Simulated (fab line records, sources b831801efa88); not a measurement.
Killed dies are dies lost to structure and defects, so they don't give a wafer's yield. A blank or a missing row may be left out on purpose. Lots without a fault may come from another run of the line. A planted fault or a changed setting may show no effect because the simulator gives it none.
Chamber matching | flow gf180mcu | GF_V2_ETCH_16 on rie_diel-04: 4 sister chambers
The step etches BARC in N2/H2. 16 wafers are shown with their chamber, then 8 later ones without.

WAFERS WITH THEIR CHAMBER
wafer  | chamber | drypump_motor_current_A (A) | throttle_valve_pct (%) | oes_product_au (a.u.)
L592.2 | 0       | 6.4                         | 13.230                 | 0.855
L592.4 | 3       | 6.1                         | 13.219                 | 0.860
L592.5 | 1       | 5.9                         | 13.207                 | 0.861
L594.3 | 1       | 6.0                         | 13.229                 | 0.855
L594.4 | 0       | 6.4                         | 13.238                 | 0.860
L594.6 | 3       | 6.1                         | 13.224                 | 0.859
L595.2 | 3       | 6.1                         | 13.214                 | 0.861
L595.4 | 1       | 5.9                         | 13.236                 | 0.854
L595.5 | 2       | 5.9                         | 13.230                 | 0.852
L596.1 | 1       | 5.9                         | 13.217                 | 0.861
L596.2 | 3       | 6.1                         | 13.234                 | 0.861
L596.4 | 3       | 6.1                         | 13.223                 | 0.854
L597.1 | 2       | 5.9                         | 13.235                 | 0.854
L597.3 | 1       | 6.0                         | 13.225                 | 0.852
L597.4 | 3       | 6.1                         | 13.223                 | 0.855
L601.4 | 1       | 5.9                         | 13.210                 | 0.854

SIGNATURES (means of the wafers above)
reading                 | chamber 0 | chamber 1 | chamber 2 | chamber 3 | scatter within a chamber
drypump_motor_current_A | 6.400     | 5.933     | 5.900     | 6.100     | 0.0333
throttle_valve_pct      | 13.23400  | 13.22067  | 13.23250  | 13.22283  | 0.00866
oes_product_au          | 0.85750   | 0.85617   | 0.85300   | 0.85833   | 0.00337
Rule: a wafer's distance from a chamber is the root of the sum, over the readings, of the square of ((its reading less the chamber's mean) divided by the reading's scatter). The wafer belongs to the nearest chamber; if the next one is less than 2 further off, it can't be placed. The scatter: the root of (the sum of the squares of (reading less its chamber's mean) over the shown wafers, divided by (wafers less chambers)).

WAFERS WITHOUT THEIR CHAMBER
wafer  | drypump_motor_current_A (A) | throttle_valve_pct (%) | oes_product_au (a.u.)
L601.5 | 6.4                         | 13.219                 | 0.854
L601.6 | 5.9                         | 13.245                 | 0.857
L603.2 | 6.1                         | 13.244                 | 0.857
L603.5 | 5.9                         | 13.217                 | 0.859
L603.6 | 5.9                         | 13.219                 | 0.858
L605.2 | 6.4                         | 13.225                 | 0.855
L605.3 | 6.0                         | 13.222                 | 0.852
L605.4 | 5.9                         | 13.235                 | 0.858

WHICH CHAMBER EACH WENT THROUGH
wafer  | from the rows above          | in truth
L601.5 | 0                            | 0
L601.6 | can't be placed: 2 or 1      | 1
L603.2 | 3                            | 3
L603.5 | can't be placed: 1 or 2      | 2
L603.6 | can't be placed: 1 or 2      | 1
L605.2 | 0                            | 0
L605.3 | can't be placed: 1 or 2 or 3 | 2
L605.4 | can't be placed: 2 or 1      | 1
Placed correctly: 3 of 8. Can't be placed from these rows: 5 (the true chamber is among the candidates in 5). Placed wrongly: 0.
